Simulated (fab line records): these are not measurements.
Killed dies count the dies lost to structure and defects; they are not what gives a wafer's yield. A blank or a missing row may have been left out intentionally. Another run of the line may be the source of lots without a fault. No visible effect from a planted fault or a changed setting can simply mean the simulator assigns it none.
fab line records + flow sky130
[record]
- lots = 6
- wafers = 18
- lastDay = 50
route steps=708 shown VIA3@582 METAL4@598
lots with no fault: from the same line, run without faults
startH: hours from the record's first day to the start of the lot's first wafer shown + waitH: hours since the lot's step before + " unchanged from the row above + L1.1+2: a single row standing in for several wafers + - no value, or no start given + * or withheld: withheld + < > ~ a bound
route shown NAME@n: a module of which the file shows steps, and the number in the route of the first + usual: average and standard deviation across the fault-free wafers + same: alike in all rows + chamber/n: place in a boat + sites: readings site by site + _std_site: standard deviation of those values + _edge_site: mean of outer sites minus mean of inner sites + radiusMm: how far each site lies from the wafer's centre + mask NAME#n: copy n + behind: the tool/chamber that last shaped the wafer + hold: the reason the lot was held/the length of the hold in hours/how it ended + device: names the non-switching transistor (n, p or np) + end of line: the tests these same wafers got at the end of their route + where a step has no rows: the recipe by itself + killed: dies that structure and defects cost at the first sort, which is not the same as the wafer's yield + map: a wafer's dies, x killed, . not, _ none there
set.NAME: the run value of the setting; set.NAME@STEP: its run value at that earlier step + model.NAME: the simulator's own value behind a step, which no gauge read
lots at selected steps of the route; one table per step, one row per wafer
services: when a tool's chamber went out of use (startH, in hours from the record's first day, below 0 if earlier), for how many hours, and the reason
[[steps]]
[step SKY_VIA3_EXPOSE_09]
[recipe]
- maskId = VIM3
- na = 0.8
- sourceShape = annular
- sigmaInner = 0.55
- sigmaOuter = 0.85
- targetCdNm = 200
- doseMj = 38
[step SKY_VIA3_PEB_10]
[recipe]
- pebTempC = withheld
- pebTimeS = withheld
- resist = KrF-thick
[step SKY_VIA3_DEVELOP_11]
[recipe]
- developTimeS = 60
- resist = KrF-thick
- devTempC = 21
[step SKY_VIA3_CD_MEAS_12]
[recipe]
- targetCdNm = 200
[usual]
- cdNm = 200.1/1.2
| lot.wafer | tool     | chamber | startH  | waitH | cdNm  |
|-----------|----------|---------|---------|-------|-------|
| L928.3    | cdSem-02 | -       | 963.25  | -     | 198.7 |
| L928.4    | "        | -       | "       | "     | 200.2 |
| L928.6    | "        | -       | "       | "     | 200.2 |
| L931.2    | cdSem-01 | -       | 978.33  | -     | 200.6 |
| L931.3    | "        | -       | "       | "     | 201.2 |
| L931.4    | "        | -       | "       | "     | 201.3 |
| L937.1    | cdSem-02 | -       | 1023.56 | -     | 199.5 |
| L937.4    | "        | -       | "       | "     | 199.4 |
| L937.5    | "        | -       | "       | "     | 199.1 |
| L938.1    | cdSem-02 | -       | 1031.36 | -     | 200.4 |
| L938.3    | "        | -       | "       | "     | 201.5 |
| L938.5    | "        | -       | "       | "     | 202.0 |
| L939.3    | cdSem-02 | -       | 1036.63 | -     | 197.6 |
| L939.4    | "        | -       | "       | "     | 200.5 |
| L939.6    | "        | -       | "       | "     | 200.0 |
| L946.3    | cdSem-01 | -       | 1086.48 | -     | 201.7 |
| L946.5    | "        | -       | "       | "     | 201.6 |
| L946.6    | "        | -       | "       | "     | 200.4 |
[step SKY_VIA3_OVL_MEAS_13]
[usual]
- VIA3_OVL = 0/5.3
| lot.wafer | tool       | chamber | startH  | waitH | VIA3_OVL[nm] |
|-----------|------------|---------|---------|-------|--------------|
| L928.3    | overlay-02 | -       | 963.35  | 0.1   | 0            |
| L928.4    | "          | -       | "       | "     | -3           |
| L928.6    | "          | -       | "       | "     | 6            |
| L931.2    | overlay-02 | -       | 978.44  | 0.1   | 8            |
| L931.3    | "          | -       | "       | "     | 2            |
| L931.4    | "          | -       | "       | "     | -3           |
| L937.1    | overlay-01 | -       | 1023.68 | 0.1   | 4            |
| L937.4    | "          | -       | "       | "     | 7            |
| L937.5    | "          | -       | "       | "     | 5            |
| L938.1    | overlay-02 | -       | 1031.48 | 0.1   | -10          |
| L938.3    | "          | -       | "       | "     | 4            |
| L938.5    | "          | -       | "       | "     | -1           |
| L939.3    | overlay-02 | -       | 1036.72 | 0.1   | 6            |
| L939.4    | "          | -       | "       | "     | -1           |
| L939.6    | "          | -       | "       | "     | 8            |
| L946.3    | overlay-02 | -       | 1086.57 | 0.1   | 4            |
| L946.5    | "          | -       | "       | "     | 5            |
| L946.6    | "          | -       | "       | "     | 4            |
[step SKY_VIA3_ETCH_14]
[recipe]
- chemistry = N2/H2
- target = BARC
- ionEnergyEv = 200
- sourceW = 500
- biasW = 100
- pressureMtorr = 30
- n2FlowSccm = 100
- h2FlowSccm = 200
- stopOn = SiO2
- timeS = 45.9
- targetDepthA = 600
[usual]
- drypumpMotorCurrentA = 5.7/0.48
- oesProductAu = 0.854/0.0046
- throttleValvePct = 13.224/0.0094
[same]
- timeS = 45.9
| lot.wafer | tool       | chamber | startH  | waitH | drypumpMotorCurrentA | oesProductAu | rfHoursCounterH | throttleValvePct |
|-----------|------------|---------|---------|-------|----------------------|--------------|-----------------|------------------|
| L928.3    | rieDiel-01 | 2       | 963.37  | 0.0   | 5.5                  | 0.848        | 20              | 13.223           |
| L928.4    | "          | 1       | "       | "     | 5.9                  | 0.855        | 10              | 13.227           |
| L928.6    | "          | 3       | "       | "     | 6.6                  | 0.854        | -               | 13.226           |
| L931.2    | rieDiel-02 | 0       | 978.47  | 0.0   | 6.1                  | 0.850        | 17              | 13.216           |
| L931.3    | "          | 3       | "       | "     | 5.9                  | 0.856        | 13              | 13.218           |
| L931.4    | "          | 3       | "       | "     | 5.9                  | 0.856        | -               | 13.229           |
| L937.1    | rieDiel-01 | 3       | 1023.72 | 0.0   | 6.6                  | 0.858        | 21              | 13.214           |
| L937.4    | "          | 0       | "       | "     | 4.9                  | 0.859        | 8               | 13.227           |
| L937.5    | "          | 3       | "       | "     | 6.6                  | 0.851        | -               | 13.215           |
| L938.1    | rieDiel-03 | 3       | 1031.52 | 0.0   | 6.0                  | 0.863        | 15              | 13.231           |
| L938.3    | "          | 0       | "       | "     | 5.0                  | 0.860        | 4               | 13.230           |
| L938.5    | "          | 2       | "       | "     | 5.8                  | 0.852        | -               | 13.235           |
| L939.3    | rieDiel-03 | 2       | 1036.74 | 0.0   | 5.8                  | 0.848        | 19              | 13.239           |
| L939.4    | "          | 2       | "       | "     | 5.8                  | 0.855        | -               | 13.213           |
| L939.6    | "          | 0       | "       | "     | 5.0                  | 0.852        | -               | 13.215           |
| L946.3    | rieDiel-01 | 3       | 1086.59 | 0.0   | 6.6                  | 0.855        | 22              | 13.214           |
| L946.5    | "          | 1       | "       | "     | 5.9                  | 0.861        | -               | 13.217           |
| L946.6    | "          | 0       | "       | "     | 4.9                  | 0.854        | -               | 13.220           |
[step SKY_VIA3_ETCH_15]
[recipe]
- target = SiO2
- chemistry = C4F8/O2/Ar
- targetDepthNm = 507
- stopOn = TiN
- maskMaterial = KrF-thick
- sourceW = 1500
- biasW = 1200
- pressureMtorr = 40
- c4f8FlowSccm = withheld
- O2_flow_sccm = 6
- Ar_flow_sccm = 300
- timeS = 78
[usual]
- oesProductAu = 0.946/0.0049
[same]
- timeS = 78
| lot.wafer | tool       | chamber | startH  | waitH | oesProductAu | rfHoursCounterH |
|-----------|------------|---------|---------|-------|--------------|-----------------|
| L928.3    | rieDiel-01 | 2       | 963.41  | 0.0   | 0.936        | 20              |
| L928.4    | "          | 1       | "       | "     | 0.939        | 10              |
| L928.6    | "          | 3       | "       | "     | 0.941        | -               |
| L931.2    | rieDiel-02 | 0       | 978.51  | 0.0   | 0.948        | 17              |
| L931.3    | "          | 3       | "       | "     | 0.944        | 13              |
| L931.4    | "          | 3       | "       | "     | 0.946        | -               |
| L937.1    | rieDiel-01 | 3       | 1023.76 | 0.0   | 0.947        | 21              |
| L937.4    | "          | 0       | "       | "     | 0.949        | 8               |
| L937.5    | "          | 3       | "       | "     | 0.945        | -               |
| L938.1    | rieDiel-03 | 3       | 1031.56 | 0.0   | 0.949        | 15              |
| L938.3    | "          | 0       | "       | "     | 0.950        | 4               |
| L938.5    | "          | 2       | "       | "     | 0.940        | -               |
| L939.3    | rieDiel-03 | 2       | 1036.78 | 0.0   | 0.945        | 19              |
| L939.4    | "          | 2       | "       | "     | 0.944        | -               |
| L939.6    | "          | 0       | "       | "     | 0.949        | -               |
| L946.3    | rieDiel-01 | 3       | 1086.63 | 0.0   | 0.939        | 22              |
| L946.5    | "          | 1       | "       | "     | 0.944        | -               |
| L946.6    | "          | 0       | "       | "     | 0.953        | -               |
[step SKY_VIA3_STRIP_16]
[recipe]
- chemistry = O2/N2
- powerW = 1400
- pressureMtorr = 1500
- platenTempC = withheld
- o2FlowSccm = 3000
- n2FlowSccm = 300
- overashFraction = 0.5
[usual]
- drypumpMotorCurrentA = 5.7/0.36
- oesProductAu = 0.401/0.0048
- stripTimeToEndpointS = 4.126/0.024
| lot.wafer | tool           | chamber | startH  | waitH | drypumpMotorCurrentA | oesProductAu | rfHoursCounterH | stripTimeToEndpointS |
|-----------|----------------|---------|---------|-------|----------------------|--------------|-----------------|----------------------|
| L928.3    | plasmaAsher-04 | 1       | 963.51  | 0.1   | 6.3                  | 0.394        | -               | 4.119                |
| L928.4    | "              | 0       | "       | "     | 5.9                  | 0.391        | -               | 4.116                |
| L928.6    | "              | 1       | "       | "     | 6.2                  | 0.393        | -               | 4.111                |
| L931.2    | plasmaAsher-02 | 1       | 978.57  | 0.0   | 5.8                  | 0.396        | 114             | 4.116                |
| L931.3    | "              | 0       | "       | "     | 5.7                  | 0.408        | -               | 4.115                |
| L931.4    | "              | 1       | "       | "     | 5.8                  | 0.403        | -               | 4.149                |
| L937.1    | plasmaAsher-01 | 0       | 1023.82 | 0.0   | 5.1                  | 0.407        | 28              | 4.129                |
| L937.4    | "              | 0       | "       | "     | 5.1                  | 0.403        | -               | 4.123                |
| L937.5    | "              | 0       | "       | "     | 5.1                  | 0.400        | -               | 4.095                |
| L938.1    | plasmaAsher-02 | 0       | 1031.62 | 0.0   | 5.7                  | 0.398        | 120             | 4.141                |
| L938.3    | "              | 1       | "       | "     | 5.8                  | 0.399        | -               | 4.102                |
| L938.5    | "              | 1       | "       | "     | 5.8                  | 0.406        | -               | 4.151                |
| L939.3    | plasmaAsher-04 | 0       | 1036.88 | 0.1   | 5.8                  | 0.401        | -               | 4.164                |
| L939.4    | "              | 1       | "       | "     | 6.3                  | 0.400        | -               | 4.175                |
| L939.6    | "              | 0       | "       | "     | 5.8                  | 0.390        | -               | 4.115                |
| L946.3    | plasmaAsher-02 | 1       | 1086.73 | 0.1   | 5.8                  | 0.407        | -               | 4.147                |
| L946.5    | "              | 1       | "       | "     | 5.8                  | 0.407        | -               | 4.167                |
| L946.6    | "              | 0       | "       | "     | 5.7                  | 0.400        | -               | 4.139                |
[step SKY_VIA3_STRIP_17]
[recipe]
- chemistry = postEtchResidueRemover
- timeS = 1200
- tempC = 72.5
[step SKY_VIA3_CLEAN_18]
[recipe]
- chemistry = IPA
- timeS = 180
- tempC = 25
[step SKY_VIA3_CLEAN_19]
[recipe]
- chemistry = O3/DIW
- dry = n2Spin
[step SKY_VIA3_SPUTTER_20]
[recipe]
- material = TiN
- targetThkNm = 20
- chamberPressurePa = 5
- powerW = 4000
- timeS = 80
[usual]
- throttleValvePct = 29.2/0.98
[same]
- timeS = 80
| lot.wafer | tool          | chamber | startH  | waitH | throttleValvePct |
|-----------|---------------|---------|---------|-------|------------------|
| L928.3    | pvdSputter-04 | -       | 964.12  | 0.0   | 27.2             |
| L928.4    | "             | -       | "       | "     | 29.8             |
| L928.6    | "             | -       | "       | "     | 29.0             |
| L931.2    | pvdSputter-01 | -       | 979.18  | 0.0   | 29.2             |
| L931.3    | "             | -       | "       | "     | 29.1             |
| L931.4    | "             | -       | "       | "     | 29.6             |
| L937.1    | pvdSputter-04 | -       | 1024.41 | 0.0   | 29.4             |
| L937.4    | "             | -       | "       | "     | 29.2             |
| L937.5    | "             | -       | "       | "     | 27.6             |
| L938.1    | pvdSputter-04 | -       | 1032.22 | 0.0   | 27.7             |
| L938.3    | "             | -       | "       | "     | 30.0             |
| L938.5    | "             | -       | "       | "     | 27.5             |
| L939.3    | pvdSputter-02 | -       | 1037.45 | 0.0   | 30.1             |
| L939.4    | "             | -       | "       | "     | 27.7             |
| L939.6    | "             | -       | "       | "     | 29.7             |
| L946.3    | pvdSputter-01 | -       | 1087.29 | 0.0   | 29.7             |
| L946.5    | "             | -       | "       | "     | 29.5             |
| L946.6    | "             | -       | "       | "     | 29.4             |
[step SKY_VIA3_CVD_21]
[recipe]
- material = W
- targetThkNm = 390
- timeS = 117.31
- tempC = 400
- pressureTorr = 40
[usual]
- heaterPowerW = 878/88
| lot.wafer | tool    | chamber | startH  | waitH | heaterPowerW | model.W_of_VIA3_CVD_21.thkNm |
|-----------|---------|---------|---------|-------|--------------|------------------------------|
| L928.3    | cvdW-01 | 0       | 964.22  | 0.1   | 799          | 388                          |
| L928.4    | "       | 1       | "       | "     | 786          | 390.6                        |
| L928.6    | "       | 1       | "       | "     | 788          | 394                          |
| L931.2    | cvdW-02 | 1       | 979.24  | 0.0   | 855          | 397.1                        |
| L931.3    | "       | 0       | "       | "     | 1023         | 393.2                        |
| L931.4    | "       | 1       | "       | "     | 881          | 400.2                        |
| L937.1    | cvdW-02 | 0       | 1024.47 | 0.0   | 992          | 395.6                        |
| L937.4    | "       | 1       | "       | "     | 884          | 207.3                        |
| L937.5    | "       | 1       | "       | "     | 869          | 211.6                        |
| L938.1    | cvdW-02 | 1       | 1032.28 | 0.0   | 901          | 204.2                        |
| L938.3    | "       | 1       | "       | "     | 912          | 208.2                        |
| L938.5    | "       | 1       | "       | "     | 861          | 207.1                        |
| L939.3    | cvdW-01 | 0       | 1037.55 | 0.1   | 812          | 391.4                        |
| L939.4    | "       | 1       | "       | "     | 805          | 389.8                        |
| L939.6    | "       | 1       | "       | "     | 801          | 390.1                        |
| L946.3    | cvdW-01 | 0       | 1087.39 | 0.1   | 818          | 387.7                        |
| L946.5    | "       | 1       | "       | "     | 817          | 387.1                        |
| L946.6    | "       | 0       | "       | "     | 803          | 393.2                        |
[step SKY_VIA3_RS_MEAS_22]
[recipe]
- thkMeasGauge = four-point-probe
- reads = W_of_VIA3_CVD_21+TiN_of_VIA3_SPUTTER_20
[usual]
- VIA3_W_RS = 0.2923/0.0027
| lot.wafer | tool         | chamber | startH  | waitH | VIA3_W_RS[ohm/sq] |
|-----------|--------------|---------|---------|-------|-------------------|
| L928.3    | filmMetro-02 | -       | 964.35  | 0.1   | 0.2955            |
| L928.4    | "            | -       | "       | "     | 0.2935            |
| L928.6    | "            | -       | "       | "     | 0.2906            |
| L931.2    | filmMetro-01 | -       | 979.38  | 0.1   | 0.2879            |
| L931.3    | "            | -       | "       | "     | 0.2911            |
| L931.4    | "            | -       | "       | "     | 0.2859            |
| L937.1    | filmMetro-01 | -       | 1024.59 | 0.1   | 0.2886            |
| L937.4    | "            | -       | "       | "     | 0.5562            |
| L937.5    | "            | -       | "       | "     | 0.5456            |
| L938.1    | filmMetro-04 | -       | 1032.41 | 0.1   | 0.5661            |
| L938.3    | "            | -       | "       | "     | 0.5542            |
| L938.5    | "            | -       | "       | "     | 0.5585            |
| L939.3    | filmMetro-04 | -       | 1037.67 | 0.1   | 0.2926            |
| L939.4    | "            | -       | "       | "     | 0.2936            |
| L939.6    | "            | -       | "       | "     | 0.2936            |
| L946.3    | filmMetro-04 | -       | 1087.51 | 0.1   | 0.2955            |
| L946.5    | "            | -       | "       | "     | 0.2961            |
| L946.6    | "            | -       | "       | "     | 0.2911            |
[step SKY_VIA3_THK_MEAS_23]
[recipe]
- thkMeasGauge = xrf
- reads = W_of_VIA3_CVD_21
[usual]
- VIA3_W_THK = 388/4.6
| lot.wafer | tool         | chamber | startH  | waitH | VIA3_W_THK[nm] |
|-----------|--------------|---------|---------|-------|----------------|
| L928.3    | filmMetro-02 | -       | 964.45  | 0.1   | 382            |
| L928.4    | "            | -       | "       | "     | 383            |
| L928.6    | "            | -       | "       | "     | 386            |
| L931.2    | filmMetro-01 | -       | 979.49  | 0.1   | 396            |
| L931.3    | "            | -       | "       | "     | 391            |
| L931.4    | "            | -       | "       | "     | 399            |
| L937.1    | filmMetro-01 | -       | 1024.71 | 0.1   | 394            |
| L937.4    | "            | -       | "       | "     | 206            |
| L937.5    | "            | -       | "       | "     | 211            |
| L938.1    | filmMetro-04 | -       | 1032.53 | 0.1   | 204            |
| L938.3    | "            | -       | "       | "     | 207            |
| L938.5    | "            | -       | "       | "     | 205            |
| L939.3    | filmMetro-04 | -       | 1037.77 | 0.1   | 387            |
| L939.4    | "            | -       | "       | "     | 388            |
| L939.6    | "            | -       | "       | "     | 388            |
| L946.3    | filmMetro-04 | -       | 1087.61 | 0.1   | 381            |
| L946.5    | "            | -       | "       | "     | 381            |
| L946.6    | "            | -       | "       | "     | 388            |
[step SKY_VIA3_CMP_24]
[recipe]
- stopOn = SiO2
- tOverpolishS = 20
- downForcePsi = 3.5
- platenRpm = 60
- targetThkNm = 0
- padVelocityMS = 0.94248
[usual]
- motorCurrentA = 11.1/0.85
- platenRpm = 60.00/0.043
- timeToEndpointS = 96/3.4
| lot.wafer | tool   | chamber | startH  | waitH | motorCurrentA | platenRpm | timeToEndpointS |
|-----------|--------|---------|---------|-------|---------------|-----------|-----------------|
| L928.3    | cmp-01 | 1       | 964.49  | 0.0   | 11.1          | 60.00     | 96              |
| L928.4    | "      | 3       | "       | "     | 11.2          | 59.99     | 94              |
| L928.6    | "      | 1       | "       | "     | 11.4          | 60.06     | 97              |
| L931.3    | cmp-02 | 0       | 979.59  | 0.1   | 11.3          | 60.06     | 91              |
| L931.4    | "      | 1       | "       | "     | 12.7          | 59.96     | 92              |
| L931.2    | "      | 2       | "       | "     | 10.5          | 60.03     | 99              |
| L937.1    | cmp-01 | 0       | 1024.87 | 0.1   | 10.8          | 59.99     | 98              |
| L937.4    | "      | 1       | "       | "     | 11.5          | 60.13     | 52              |
| L937.5    | "      | 3       | "       | "     | 10.7          | 59.99     | 52              |
| L938.3    | cmp-02 | 1       | 1032.69 | 0.1   | 12.9          | 60.00     | 46              |
| L938.1    | "      | 2       | "       | "     | 11.0          | 60.06     | 52              |
| L938.5    | "      | 0       | "       | "     | 11.5          | 60.03     | 51              |
| L939.4    | cmp-01 | 3       | 1037.81 | 0.0   | 11.1          | 59.98     | 95              |
| L939.3    | "      | 0       | "       | "     | 10.3          | 59.96     | 90              |
| L939.6    | "      | 3       | "       | "     | 11.3          | 60.03     | 92              |
| L946.3    | cmp-01 | 2       | 1087.86 | 0.2   | 11.3          | 60.05     | 100             |
| L946.5    | "      | 1       | "       | "     | 10.6          | 60.01     | 102             |
| L946.6    | "      | 2       | "       | "     | 11.6          | 60.00     | 102             |
[step SKY_METAL4_SPUTTER_00]
[recipe]
- material = Ti
- targetThkNm = 15
- powerW = 3000
- timeS = 10
- chamberPressurePa = 0.4
[usual]
- throttleValvePct = 29.6/0.97
[same]
- timeS = 10
| lot.wafer | tool          | chamber | startH  | waitH | throttleValvePct |
|-----------|---------------|---------|---------|-------|------------------|
| L928.3    | pvdSputter-01 | -       | 964.79  | 0.2   | 28.5             |
| L928.4    | "             | -       | "       | "     | 29.2             |
| L928.6    | "             | -       | "       | "     | 29.6             |
| L931.2    | pvdSputter-01 | -       | 979.84  | 0.1   | 28.6             |
| L931.3    | "             | -       | "       | "     | 29.6             |
| L931.4    | "             | -       | "       | "     | 29.6             |
| L937.1    | pvdSputter-04 | -       | 1025.12 | 0.2   | 30.0             |
| L937.4    | "             | -       | "       | "     | 27.6             |
| L937.5    | "             | -       | "       | "     | 29.1             |
| L938.1    | pvdSputter-01 | -       | 1032.89 | 0.1   | 28.5             |
| L938.3    | "             | -       | "       | "     | 29.3             |
| L938.5    | "             | -       | "       | "     | 29.8             |
| L939.3    | pvdSputter-04 | -       | 1038.11 | 0.2   | 29.7             |
| L939.4    | "             | -       | "       | "     | 29.6             |
| L939.6    | "             | -       | "       | "     | 27.8             |
| L946.3    | pvdSputter-03 | -       | 1088.11 | 0.2   | 30.1             |
| L946.5    | "             | -       | "       | "     | 31.3             |
| L946.6    | "             | -       | "       | "     | 31.2             |
[[services]]
| tool           | chamber | startH  | hours | kind   |
|----------------|---------|---------|-------|--------|
| rieDiel-02     | 2       | 939.54  | 6.5   | repair |
| cmp-02         | -       | 963.30  | 0.8   | repair |
| rieDiel-02     | 2       | 970.29  | 10.5  | repair |
| cmp-01         | -       | 974.10  | 1.0   | repair |
| pvdSputter-04  | -       | 979.53  | 5.0   | repair |
| rieDiel-01     | 2       | 979.89  | 3.0   | repair |
| cmp-01         | -       | 983.39  | 4.4   | pm     |
| rieDiel-02     | 0       | 986.08  | 10.7  | repair |
| pvdSputter-04  | -       | 988.26  | 1.0   | repair |
| cmp-02         | -       | 990.35  | 3.3   | repair |
| cvdW-01        | -       | 1001.37 | 1.9   | repair |
| cvdW-01        | -       | 1002.64 | 0.4   | repair |
| cvdW-02        | 1       | 1011.19 | 3.4   | repair |
| cvdW-02        | -       | 1015.51 | 0.9   | repair |
| rieDiel-03     | -       | 1022.76 | 0.2   | repair |
| rieDiel-01     | 1       | 1025.76 | 5.8   | repair |
| cvdW-01        | -       | 1027.61 | 6.0   | pm     |
| rieDiel-03     | 1       | 1035.06 | 9.0   | repair |
| cvdW-01        | -       | 1037.99 | 1.5   | repair |
| cvdW-02        | -       | 1040.62 | 4.3   | pm     |
| pvdSputter-01  | -       | 1042.28 | 5.3   | repair |
| plasmaAsher-02 | -       | 1055.25 | 9.0   | pm     |
| cvdW-01        | -       | 1055.86 | 3.8   | pm     |
| cvdW-02        | -       | 1065.58 | 2.8   | pm     |
[[key]]
[firstSign]
- step = SKY_VIA3_RS_MEAS_22
- reading = VIA3_W_RS
- direction = up
- sigmas = 97
- usual = 0.2923
- struck = 0.5561
[effect]
- step = SKY_VIA3_THK_MEAS_23
- reading = VIA3_W_THK
- direction = down
- sigmas = 40
- usual = 388
- struck = 207
[effect]
- step = SKY_VIA3_CMP_24
- reading = timeToEndpointS
- direction = down
- sigmas = 13
- usual = *
- struck = *
[modelEffect]
- step = SKY_VIA3_CVD_21
- value = W_of_VIA3_CVD_21.thkNm
- without = 393.7
- struck = 207.7
metAt SKY_VIA3_CVD_21
struckWafers L937.4,L937.5,L938.1,L938.3,L938.5
onsetBetween 979.24 1024.47
[fault]
- kind = processParameterDrift
- tool = cvdW-02
- chamber = 1
- onsetH = 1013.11
- steps = SKY_VIA3_CVD_21
- channel = targetThkNm
- offset = -186.08
- shape = step
- endH = 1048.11
- actsIn = theseRecipesOnly
- stated = 390
